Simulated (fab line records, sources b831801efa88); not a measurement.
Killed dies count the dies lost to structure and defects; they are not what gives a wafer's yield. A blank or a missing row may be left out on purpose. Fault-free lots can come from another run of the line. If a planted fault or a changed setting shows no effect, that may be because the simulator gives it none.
fab line records	flow gf180mcu
[record] lots = 24	wafers = 72	last-day = 34
route steps=602 shown STI@5 MIM@503 M5@536
lots that met no fault: from a run of the same line without faults
start-h: start of the lot's first displayed wafer, in hours after the record's first day	wait-h: how many hours have passed since the lot's step before this one	" identical to the entry in the row above	L1.1+2: a row that stands for several wafers	- no value present, or no start provided	* or withheld: withheld	< > ~ a bound
route shown NAME@n: a module of which the file shows steps, and the number in the route of the first	usual: the fault-free wafers' mean and standard deviation	same: alike in all rows	chamber/n: place in a boat	sites: per-site readings	_std_site: the values' standard deviation	_edge_site: outer sites' mean less inner sites'	radius-mm: for every site, how far away it sits from the centre of the wafer	mask NAME#n: copy n	behind: the last tool/chamber to shape the wafer	hold: what put the lot on hold/how long, in hours/how the hold closed	device: names the non-switching transistor (n, p or np)	end of line: tests run on the same wafers once the route is complete	a step given without rows: its recipe and nothing more	killed: at the first sort, the dies lost to defects and structure; wafer yield is something else	map: per-die view of a wafer (x killed, . not killed, _ where there is no die)
set.NAME: the setting the step ran with; set.NAME@STEP: the setting that earlier step ran with	model.NAME: the simulator's own value behind a step, which no gauge read
steps of the route over a sample of lots; a table a step, a row a wafer
services: when a tool's chamber went out of use (start-h, in hours from the record's first day, below 0 if earlier), for how many hours, and the reason
[[steps]]
[step GF_STI_THK_MEAS_04]
[recipe] reads = Si3N4_of_STI_CVD_03
[usual] STI_CVD_03_THK = 207.6/2.5
lot.wafer	tool	chamber	start-h	wait-h	STI_CVD_03_THK[nm]
L074.2	film-metro-02	-	14.75	0.0	208.3
L074.3	"	-	"	"	208.9
L074.6	"	-	"	"	206.7
L075.3	film-metro-04	-	18.99	0.0	207.7
L075.4	"	-	"	"	207.6
L075.5	"	-	"	"	208.8
L076.2	film-metro-02	-	23.57	0.0	205.7
L076.3	"	-	"	"	205.9
L076.6	"	-	"	"	206.0
L077.1	film-metro-03	-	29.14	0.0	209.7
L077.3	"	-	"	"	209.9
L077.6	"	-	"	"	209.2
L078.1	film-metro-04	-	34.39	0.0	208.8
L078.3	"	-	"	"	208.0
L078.4	"	-	"	"	208.5
L079.1	film-metro-02	-	39.72	0.0	206.4
L079.3	"	-	"	"	206.8
L079.6	"	-	"	"	206.6
L080.1	film-metro-04	-	44.29	0.0	209.0
L080.3	"	-	"	"	209.4
L080.6	"	-	"	"	209.8
L081.2	film-metro-02	-	48.86	0.0	203.5
L081.3	"	-	"	"	204.7
L081.6	"	-	"	"	203.7
L082.1	film-metro-02	-	53.63	0.0	205.4
L082.3	"	-	"	"	207.0
L082.4	"	-	"	"	208.3
L083.4	film-metro-02	-	58.59	0.0	206.5
L083.5	"	-	"	"	205.1
L083.6	"	-	"	"	205.4
L084.1	film-metro-02	-	64.55	0.0	205.2
L084.2	"	-	"	"	206.2
L084.3	"	-	"	"	205.3
L085.3	film-metro-02	-	69.17	0.0	210.7
L085.4	"	-	"	"	211.0
L085.6	"	-	"	"	208.5
L086.2	film-metro-02	-	73.85	0.0	203.5
L086.5	"	-	"	"	201.5
L086.6	"	-	"	"	200.9
L087.1	film-metro-02	-	80.08	0.0	208.7
L087.3	"	-	"	"	209.5
L087.4	"	-	"	"	208.3
L088.2	film-metro-02	-	84.79	0.0	206.2
L088.4	"	-	"	"	204.2
L088.6	"	-	"	"	207.6
L089.3	film-metro-02	-	89.55	0.0	209.1
L089.4	"	-	"	"	208.7
L089.6	"	-	"	"	211.3
L090.1	film-metro-03	-	93.56	0.0	207.8
L090.5	"	-	"	"	208.0
L090.6	"	-	"	"	206.1
L091.1	film-metro-03	-	100.36	0.0	213.0
L091.3	"	-	"	"	211.4
L091.4	"	-	"	"	213.2
L092.1	film-metro-04	-	103.68	0.0	209.4
L092.2	"	-	"	"	207.0
L092.4	"	-	"	"	207.1
L093.1	film-metro-03	-	109.03	0.0	204.9
L093.3	"	-	"	"	206.0
L093.6	"	-	"	"	204.7
L094.3	film-metro-02	-	114.57	0.0	211.8
L094.4	"	-	"	"	210.8
L094.6	"	-	"	"	211.8
L095.1	film-metro-04	-	119.77	0.0	209.3
L095.3	"	-	"	"	209.0
L095.6	"	-	"	"	210.6
L096.2	film-metro-02	-	125.72	0.0	208.9
L096.3	"	-	"	"	209.2
L096.4	"	-	"	"	207.1
L097.3	film-metro-04	-	129.08	0.0	208.8
L097.4	"	-	"	"	205.8
L097.5	"	-	"	"	206.9
[step GF_MIM_SPUTTER_00]
[recipe] material = Ti	target-thk-nm = 37.5	arriving-ion-energy-ev = 80	substrate-temp-c = 200	chamber-pressure-pa = 2	power-w = 4000	time-s = 150
[usual] throttle-valve-pct = 29.9/0.93
lot.wafer	tool	chamber	start-h	wait-h	throttle-valve-pct
L074.2	pvd-sputter-01	-	568.97	0.2	29.9
L074.3	"	-	"	"	30.0
L074.6	"	-	"	"	30.1
L075.3	pvd-sputter-02	-	575.41	0.2	31.6
L075.4	"	-	"	"	28.1
L075.5	"	-	"	"	29.3
L076.2	pvd-sputter-01	-	597.00	0.1	29.9
L076.3	"	-	"	"	29.9
L076.6	"	-	"	"	30.3
L077.1	pvd-sputter-01	-	598.49	0.1	30.4
L077.3	"	-	"	"	30.0
L077.6	"	-	"	"	31.4
L078.1	pvd-sputter-02	-	602.72	0.1	29.3
L078.3	"	-	"	"	30.7
L078.4	"	-	"	"	28.5
L079.1	pvd-sputter-02	-	616.73	0.1	28.3
L079.3	"	-	"	"	31.3
L079.6	"	-	"	"	28.3
L081.2	pvd-sputter-02	-	625.09	0.2	28.6
L081.3	"	-	"	"	29.4
L081.6	"	-	"	"	28.5
L080.1	pvd-sputter-04	-	633.92	0.2	29.4
L080.3	"	-	"	"	29.3
L080.6	"	-	"	"	29.4
L082.1	pvd-sputter-01	-	637.78	0.2	30.1
L082.3	"	-	"	"	30.1
L082.4	"	-	"	"	30.3
L083.4	pvd-sputter-04	-	639.39	0.1	29.4
L083.5	"	-	"	"	29.4
L083.6	"	-	"	"	29.5
L084.1	pvd-sputter-02	-	646.19	0.1	28.4
L084.2	"	-	"	"	31.5
L084.3	"	-	"	"	30.6
L085.3	pvd-sputter-04	-	657.70	0.1	29.5
L085.4	"	-	"	"	29.1
L085.6	"	-	"	"	29.2
L086.2	pvd-sputter-02	-	662.17	0.2	29.4
L086.5	"	-	"	"	28.6
L086.6	"	-	"	"	30.8
L087.1	pvd-sputter-01	-	668.17	0.2	31.6
L087.3	"	-	"	"	30.0
L087.4	"	-	"	"	30.4
L088.2	pvd-sputter-01	-	683.12	0.1	31.9
L088.4	"	-	"	"	29.9
L088.6	"	-	"	"	31.7
L089.3	pvd-sputter-01	-	686.78	0.1	29.9
L089.4	"	-	"	"	30.4
L089.6	"	-	"	"	30.2
L090.1	pvd-sputter-04	-	688.25	0.2	29.5
L090.5	"	-	"	"	29.4
L090.6	"	-	"	"	29.4
L091.1	pvd-sputter-02	-	696.87	0.2	31.5
L091.3	"	-	"	"	28.5
L091.4	"	-	"	"	30.6
L092.1	pvd-sputter-04	-	703.43	0.2	28.8
L092.2	"	-	"	"	29.5
L092.4	"	-	"	"	29.7
L093.1	pvd-sputter-04	-	708.48	0.2	29.5
L093.3	"	-	"	"	29.1
L093.6	"	-	"	"	29.1
L094.3	pvd-sputter-04	-	718.52	0.1	29.3
L094.4	"	-	"	"	29.1
L094.6	"	-	"	"	29.5
L095.1	pvd-sputter-01	-	726.07	0.2	30.1
L095.3	"	-	"	"	30.0
L095.6	"	-	"	"	31.5
L096.2	pvd-sputter-02	-	733.14	0.2	30.7
L096.3	"	-	"	"	31.3
L096.4	"	-	"	"	28.5
L097.3	pvd-sputter-02	-	734.33	0.2	29.1
L097.4	"	-	"	"	28.4
L097.5	"	-	"	"	28.5
[step GF_MIM_SPUTTER_01]
[recipe] material = TiN	target-thk-nm = 30	power-w = 6500	time-s = 25	chamber-pressure-pa = 0.4
[usual] throttle-valve-pct = 29.9/0.92
lot.wafer	tool	chamber	start-h	wait-h	throttle-valve-pct
L074.2	pvd-sputter-01	-	569.07	0.1	30.1
L074.3	"	-	"	"	30.4
L074.6	"	-	"	"	29.7
L075.3	pvd-sputter-02	-	575.51	0.1	31.5
L075.4	"	-	"	"	28.4
L075.5	"	-	"	"	29.3
L076.2	pvd-sputter-01	-	597.10	0.1	30.0
L076.3	"	-	"	"	30.3
L076.6	"	-	"	"	30.3
L077.1	pvd-sputter-01	-	598.59	0.1	30.3
L077.3	"	-	"	"	29.8
L077.6	"	-	"	"	31.6
L078.1	pvd-sputter-02	-	602.82	0.1	29.4
L078.3	"	-	"	"	30.4
L078.4	"	-	"	"	28.3
L079.1	pvd-sputter-02	-	616.83	0.1	28.3
L079.3	"	-	"	"	31.2
L079.6	"	-	"	"	28.3
L081.2	pvd-sputter-02	-	625.19	0.1	28.3
L081.3	"	-	"	"	29.3
L081.6	"	-	"	"	28.6
L080.1	pvd-sputter-04	-	634.02	0.1	29.3
L080.3	"	-	"	"	29.2
L080.6	"	-	"	"	29.6
L082.1	pvd-sputter-01	-	637.88	0.1	29.9
L082.3	"	-	"	"	30.0
L082.4	"	-	"	"	30.4
L083.4	pvd-sputter-04	-	639.49	0.1	29.6
L083.5	"	-	"	"	29.4
L083.6	"	-	"	"	29.3
L084.1	pvd-sputter-02	-	646.29	0.1	28.5
L084.2	"	-	"	"	31.2
L084.3	"	-	"	"	30.3
L085.3	pvd-sputter-04	-	657.80	0.1	29.4
L085.4	"	-	"	"	29.4
L085.6	"	-	"	"	29.3
L086.2	pvd-sputter-02	-	662.27	0.1	29.5
L086.5	"	-	"	"	28.3
L086.6	"	-	"	"	30.6
L087.1	pvd-sputter-01	-	668.27	0.1	31.8
L087.3	"	-	"	"	29.9
L087.4	"	-	"	"	30.2
L088.2	pvd-sputter-01	-	683.22	0.1	31.6
L088.4	"	-	"	"	30.2
L088.6	"	-	"	"	31.5
L089.3	pvd-sputter-01	-	686.88	0.1	30.3
L089.4	"	-	"	"	30.4
L089.6	"	-	"	"	30.3
L090.1	pvd-sputter-04	-	688.35	0.1	29.7
L090.5	"	-	"	"	29.8
L090.6	"	-	"	"	29.3
L091.1	pvd-sputter-02	-	696.97	0.1	31.1
L091.3	"	-	"	"	28.3
L091.4	"	-	"	"	30.4
L092.1	pvd-sputter-04	-	703.53	0.1	29.0
L092.2	"	-	"	"	29.4
L092.4	"	-	"	"	29.4
L093.1	pvd-sputter-04	-	708.58	0.1	29.4
L093.3	"	-	"	"	29.2
L093.6	"	-	"	"	29.5
L094.3	pvd-sputter-04	-	718.62	0.1	29.5
L094.4	"	-	"	"	29.0
L094.6	"	-	"	"	29.6
L095.1	pvd-sputter-01	-	726.17	0.1	30.2
L095.3	"	-	"	"	29.7
L095.6	"	-	"	"	31.7
L096.2	pvd-sputter-02	-	733.24	0.1	30.4
L096.3	"	-	"	"	31.1
L096.4	"	-	"	"	28.6
L097.3	pvd-sputter-02	-	734.43	0.1	29.4
L097.4	"	-	"	"	28.5
L097.5	"	-	"	"	28.2
[step GF_MIM_SPUTTER_03]
[recipe] material = Ti	target-thk-nm = 10	substrate-temp-c = 300	chamber-pressure-pa = 0.3	power-w = 3000	time-s = 6.7
[usual] throttle-valve-pct = 29.8/0.93
lot.wafer	tool	chamber	start-h	wait-h	throttle-valve-pct
L074.2	pvd-sputter-01	-	569.13	0.0	30.0
L074.3	"	-	"	"	30.2
L074.6	"	-	"	"	30.0
L075.3	pvd-sputter-02	-	575.57	0.0	31.6
L075.4	"	-	"	"	28.3
L075.5	"	-	"	"	29.1
L076.2	pvd-sputter-01	-	597.16	0.0	30.1
L076.3	"	-	"	"	30.3
L076.6	"	-	"	"	30.5
L077.1	pvd-sputter-01	-	598.65	0.0	30.2
L077.3	"	-	"	"	29.7
L077.6	"	-	"	"	31.6
L078.1	pvd-sputter-02	-	602.88	0.0	29.4
L078.3	"	-	"	"	30.5
L078.4	"	-	"	"	28.2
L079.1	pvd-sputter-02	-	616.89	0.0	28.2
L079.3	"	-	"	"	31.4
L079.6	"	-	"	"	28.4
L081.2	pvd-sputter-02	-	625.25	0.0	27.9
L081.3	"	-	"	"	29.4
L081.6	"	-	"	"	28.2
L080.1	pvd-sputter-04	-	634.08	0.0	29.5
L080.3	"	-	"	"	29.3
L080.6	"	-	"	"	29.5
L082.1	pvd-sputter-01	-	637.94	0.0	30.1
L082.3	"	-	"	"	30.0
L082.4	"	-	"	"	30.2
L083.4	pvd-sputter-04	-	639.55	0.0	29.3
L083.5	"	-	"	"	29.5
L083.6	"	-	"	"	29.4
L084.1	pvd-sputter-02	-	646.35	0.0	28.2
L084.2	"	-	"	"	31.3
L084.3	"	-	"	"	30.7
L085.3	pvd-sputter-04	-	657.86	0.0	29.4
L085.4	"	-	"	"	29.2
L085.6	"	-	"	"	29.1
L086.2	pvd-sputter-02	-	662.33	0.0	29.4
L086.5	"	-	"	"	28.4
L086.6	"	-	"	"	30.5
L087.1	pvd-sputter-01	-	668.33	0.0	31.5
L087.3	"	-	"	"	30.2
L087.4	"	-	"	"	30.2
L088.2	pvd-sputter-01	-	683.28	0.0	31.6
L088.4	"	-	"	"	30.0
L088.6	"	-	"	"	31.7
L089.3	pvd-sputter-01	-	686.94	0.0	30.3
L089.4	"	-	"	"	30.5
L089.6	"	-	"	"	29.7
L090.1	pvd-sputter-04	-	688.41	0.0	29.1
L090.5	"	-	"	"	29.3
L090.6	"	-	"	"	29.3
L091.1	pvd-sputter-02	-	697.03	0.0	31.2
L091.3	"	-	"	"	28.3
L091.4	"	-	"	"	30.6
L092.1	pvd-sputter-04	-	703.59	0.0	28.6
L092.2	"	-	"	"	29.5
L092.4	"	-	"	"	29.2
L093.1	pvd-sputter-04	-	708.64	0.0	29.3
L093.3	"	-	"	"	29.4
L093.6	"	-	"	"	29.1
L094.3	pvd-sputter-04	-	718.68	0.0	29.4
L094.4	"	-	"	"	29.0
L094.6	"	-	"	"	29.4
L095.1	pvd-sputter-01	-	726.23	0.0	29.9
L095.3	"	-	"	"	30.0
L095.6	"	-	"	"	31.8
L096.2	pvd-sputter-02	-	733.30	0.0	30.6
L096.3	"	-	"	"	31.4
L096.4	"	-	"	"	28.5
L097.3	pvd-sputter-02	-	734.49	0.0	29.5
L097.4	"	-	"	"	28.5
L097.5	"	-	"	"	28.4
[step GF_MIM_SPUTTER_08]
[recipe] material = AlCu	target-thk-nm = 200	power-w = 10600	time-s = 10.6	chamber-pressure-pa = 0.4
[usual] throttle-valve-pct = 29.8/0.96
lot.wafer	tool	chamber	start-h	wait-h	throttle-valve-pct
L074.2	pvd-sputter-02	-	569.33	0.0	30.4
L074.3	"	-	"	"	28.2
L074.6	"	-	"	"	28.2
L075.3	pvd-sputter-04	-	575.77	0.0	29.3
L075.4	"	-	"	"	29.3
L075.5	"	-	"	"	29.3
L076.2	pvd-sputter-02	-	597.36	0.0	30.6
L076.3	"	-	"	"	29.0
L076.6	"	-	"	"	30.5
L077.1	pvd-sputter-04	-	598.84	0.0	29.0
L077.3	"	-	"	"	29.2
L077.6	"	-	"	"	29.3
L078.1	pvd-sputter-01	-	603.07	0.0	29.8
L078.3	"	-	"	"	30.2
L078.4	"	-	"	"	29.8
L079.1	pvd-sputter-01	-	617.10	0.0	31.7
L079.3	"	-	"	"	29.6
L079.6	"	-	"	"	31.7
L081.2	pvd-sputter-01	-	625.44	0.0	29.9
L081.3	"	-	"	"	31.4
L081.6	"	-	"	"	30.2
L080.1	pvd-sputter-02	-	634.28	0.0	29.1
L080.3	"	-	"	"	31.4
L080.6	"	-	"	"	31.3
L082.1	pvd-sputter-02	-	638.14	0.0	28.1
L082.3	"	-	"	"	29.3
L082.4	"	-	"	"	30.4
L083.4	pvd-sputter-01	-	639.75	0.0	31.7
L083.5	"	-	"	"	30.1
L083.6	"	-	"	"	31.8
L084.1	pvd-sputter-04	-	646.55	0.0	29.3
L084.2	"	-	"	"	29.2
L084.3	"	-	"	"	29.2
L085.3	pvd-sputter-01	-	658.06	0.0	30.2
L085.4	"	-	"	"	31.8
L085.6	"	-	"	"	29.8
L086.2	pvd-sputter-02	-	662.53	0.0	30.5
L086.5	"	-	"	"	29.2
L086.6	"	-	"	"	30.7
L087.1	pvd-sputter-02	-	668.53	0.0	29.3
L087.3	"	-	"	"	28.2
L087.4	"	-	"	"	30.5
L088.2	pvd-sputter-02	-	683.48	0.0	28.3
L088.4	"	-	"	"	31.3
L088.6	"	-	"	"	30.4
L089.3	pvd-sputter-02	-	687.14	0.0	31.5
L089.4	"	-	"	"	28.1
L089.6	"	-	"	"	29.3
L090.1	pvd-sputter-04	-	688.61	0.0	28.9
L090.5	"	-	"	"	29.6
L090.6	"	-	"	"	29.3
L091.1	pvd-sputter-01	-	697.24	0.0	30.4
L091.3	"	-	"	"	31.6
L091.4	"	-	"	"	29.8
L092.1	pvd-sputter-01	-	703.79	0.0	30.4
L092.2	"	-	"	"	30.1
L092.4	"	-	"	"	31.6
L093.1	pvd-sputter-02	-	708.84	0.0	28.4
L093.3	"	-	"	"	29.7
L093.6	"	-	"	"	28.3
L094.3	pvd-sputter-01	-	718.88	0.0	31.6
L094.4	"	-	"	"	31.7
L094.6	"	-	"	"	30.3
L095.1	pvd-sputter-04	-	726.42	0.0	29.3
L095.3	"	-	"	"	29.3
L095.6	"	-	"	"	29.4
L096.2	pvd-sputter-04	-	733.49	0.0	29.4
L096.3	"	-	"	"	28.9
L096.4	"	-	"	"	29.1
L097.3	pvd-sputter-04	-	734.69	0.0	29.1
L097.4	"	-	"	"	28.9
L097.5	"	-	"	"	29.0
[step GF_M5_METAL_ETCH_10]
[recipe] chemistry = Cl2/BCl3	mask-material = KrF	target-depth-nm = 750.8	stop-on = SiO2	pressure-mtorr = 8	icp-w = 800	bias-w = 140	Cl2_flow_sccm = 80	bcl3-flow-sccm = 40	time-s = 125.1
[usual] bcl3-flow-sccm = 40.03/0.13	drypump-motor-current-A = 6.0/0.47	oes-product-au = 0.989/0.0059	throttle-valve-pct = 28.230/0.01
lot.wafer	tool	chamber	start-h	wait-h	bcl3-flow-sccm	drypump-motor-current-A	oes-product-au	rf-hours-counter-h	throttle-valve-pct
L074.2	rie-metal-04	0	603.29	0.0	40.05	5.7	0.988	12	28.234
L074.3	"	0	"	"	39.84	5.7	0.981	-	28.216
L074.6	"	0	"	"	39.96	5.7	0.987	-	28.236
L075.3	rie-metal-03	0	603.74	0.1	40.03	6.0	0.986	-	28.226
L075.4	"	1	"	"	39.96	5.9	1.004	-	28.234
L075.5	"	1	"	"	40.13	5.9	0.998	-	28.227
L076.2	rie-metal-04	1	630.11	0.0	39.90	6.7	0.987	2	28.236
L076.3	"	1	"	"	40.08	6.6	0.985	-	28.246
L076.6	"	0	"	"	39.86	5.7	0.981	-	28.231
L077.1	rie-metal-04	0	635.61	0.0	39.90	5.7	0.988	13	28.223
L077.3	"	1	"	"	39.76	6.6	0.990	-	28.231
L077.6	"	1	"	"	40.00	6.7	0.978	-	28.227
L078.1	rie-metal-03	1	643.56	0.0	40.25	5.9	0.986	12	28.227
L078.3	"	1	"	"	40.23	5.9	0.990	-	28.226
L078.4	"	1	"	"	40.13	5.9	0.994	-	28.240
L079.1	rie-metal-03	0	657.96	0.0	39.99	5.9	0.990	0	28.236
L079.3	"	0	"	"	40.12	6.0	0.989	-	28.235
L079.6	"	0	"	"	40.08	5.9	0.991	-	28.245
L081.2	rie-metal-02	1	665.91	0.0	39.99	5.0	0.983	0	28.236
L081.3	"	0	"	"	40.23	6.2	0.979	-	28.220
L081.6	"	1	"	"	39.98	5.0	0.979	-	28.211
L080.1	rie-metal-03	0	673.71	0.0	40.23	5.9	0.988	0	28.228
L080.3	"	0	"	"	40.29	6.0	0.992	-	28.233
L080.6	"	1	"	"	40.15	5.9	0.996	-	28.239
L082.1	rie-metal-02	0	678.41	0.0	39.93	6.2	0.983	5	28.227
L082.3	"	1	"	"	40.11	5.0	0.994	-	28.224
L082.4	"	0	"	"	40.00	6.2	0.994	-	28.253
L083.4	rie-metal-04	0	679.34	0.0	39.80	5.7	0.992	-	28.237
L083.5	"	0	"	"	39.88	5.7	0.984	-	28.240
L083.6	"	1	"	"	40.12	6.7	0.990	-	28.247
L084.1	rie-metal-03	1	686.04	0.0	39.88	5.9	0.996	14	28.214
L084.2	"	0	"	"	40.23	6.0	0.999	1	28.218
L084.3	"	0	"	"	40.11	5.9	0.995	-	28.225
L085.3	rie-metal-03	0	695.29	0.1	39.69	6.0	0.991	-	28.228
L085.4	"	1	"	"	40.07	5.9	0.997	-	28.239
L085.6	"	0	"	"	39.82	6.0	0.991	-	28.228
L086.2	rie-metal-02	0	700.31	0.0	40.39	6.2	1.001	5	28.207
L086.5	"	0	"	"	40.05	6.2	0.994	-	28.231
L086.6	"	1	"	"	39.93	5.0	0.995	-	28.234
L087.1	rie-metal-04	1	706.50	0.0	40.07	6.6	0.980	5	28.247
L087.3	"	1	"	"	40.22	6.7	0.987	-	28.229
L087.4	"	1	"	"	40.16	6.7	0.981	-	28.215
L088.2	rie-metal-02	1	720.89	0.0	39.90	5.0	0.983	2	28.246
L088.4	"	1	"	"	39.93	5.0	0.989	-	28.234
L088.6	"	0	"	"	39.84	6.2	0.984	-	28.234
L089.3	rie-metal-02	1	724.21	0.1	40.31	5.0	0.980	-	28.210
L089.4	"	0	"	"	39.96	6.2	0.993	-	28.236
L089.6	"	0	"	"	40.13	6.2	0.986	-	28.224
L090.1	rie-metal-03	1	725.59	0.0	40.10	5.9	0.977	0	28.240
L090.5	"	1	"	"	40.08	5.9	0.992	-	28.240
L090.6	"	0	"	"	39.99	6.0	0.986	-	28.229
L091.1	rie-metal-03	1	733.71	0.0	39.93	5.9	0.984	1	28.205
L091.3	"	0	"	"	40.06	5.9	0.988	-	28.221
L091.4	"	1	"	"	40.04	5.9	0.986	-	28.240
L092.1	rie-metal-04	1	740.89	0.0	40.08	6.7	0.971	7	28.249
L092.2	"	0	"	"	40.06	5.7	0.990	1	28.246
L092.4	"	0	"	"	40.10	5.7	0.989	-	28.228
L093.1	rie-metal-03	0	745.26	0.0	40.13	6.0	0.990	4	28.232
L093.3	"	0	"	"	40.05	5.9	0.989	-	28.245
L093.6	"	1	"	"	40.15	5.9	0.994	-	28.239
L094.3	rie-metal-03	1	752.95	0.1	39.88	5.9	0.982	-	28.219
L094.4	"	0	"	"	40.01	5.9	0.993	-	28.233
L094.6	"	0	"	"	40.06	5.9	0.999	-	28.211
L095.1	rie-metal-04	0	761.26	0.0	39.79	5.7	0.997	2	28.218
L095.3	"	1	"	"	39.91	6.7	0.986	-	28.227
L095.6	"	1	"	"	39.92	6.7	0.990	-	28.241
L096.2	rie-metal-02	0	768.24	0.0	40.18	6.2	0.987	9	28.230
L096.3	"	1	"	"	39.88	5.0	0.988	-	28.225
L096.4	"	0	"	"	39.96	6.2	0.990	-	28.222
L097.3	rie-metal-04	0	768.63	0.1	40.03	5.7	1.001	-	28.225
L097.4	"	1	"	"	40.00	6.7	0.992	-	28.227
L097.5	"	0	"	"	40.12	5.7	0.984	-	28.223
[[services]]
tool	chamber	start-h	hours	kind
pvd-sputter-01	2	579.99	-	consumable-replace:kit
pvd-sputter-01	2	579.99	18.0	scheduled-down
pvd-sputter-01	2	579.99	18.0	vent-cycle
pvd-sputter-04	-	600.02	10.3	repair
rie-metal-03	0	633.65	-	clean
rie-metal-03	0	633.65	17.6	scheduled-down
rie-metal-03	0	633.65	17.6	vent-cycle
rie-metal-04	-	641.99	0.8	repair
pvd-sputter-01	-	649.69	4.1	repair
pvd-sputter-02	3	653.78	-	consumable-replace:kit
pvd-sputter-02	3	653.78	18.0	scheduled-down
pvd-sputter-02	3	653.78	18.0	vent-cycle
rie-metal-04	-	675.29	4.0	pm
pvd-sputter-04	3	703.65	-	consumable-replace:kit
pvd-sputter-04	3	703.65	18.0	scheduled-down
pvd-sputter-04	3	703.65	18.0	vent-cycle
pvd-sputter-01	1	707.98	-	consumable-replace:kit
pvd-sputter-01	1	707.98	18.0	scheduled-down
pvd-sputter-01	1	707.98	18.0	vent-cycle
pvd-sputter-02	-	713.70	7.1	repair
pvd-sputter-04	-	741.98	3.2	repair
pvd-sputter-02	2	748.82	-	consumable-replace:kit
pvd-sputter-02	2	748.82	18.0	scheduled-down
pvd-sputter-02	2	748.82	18.0	vent-cycle
[[key]]
fault none
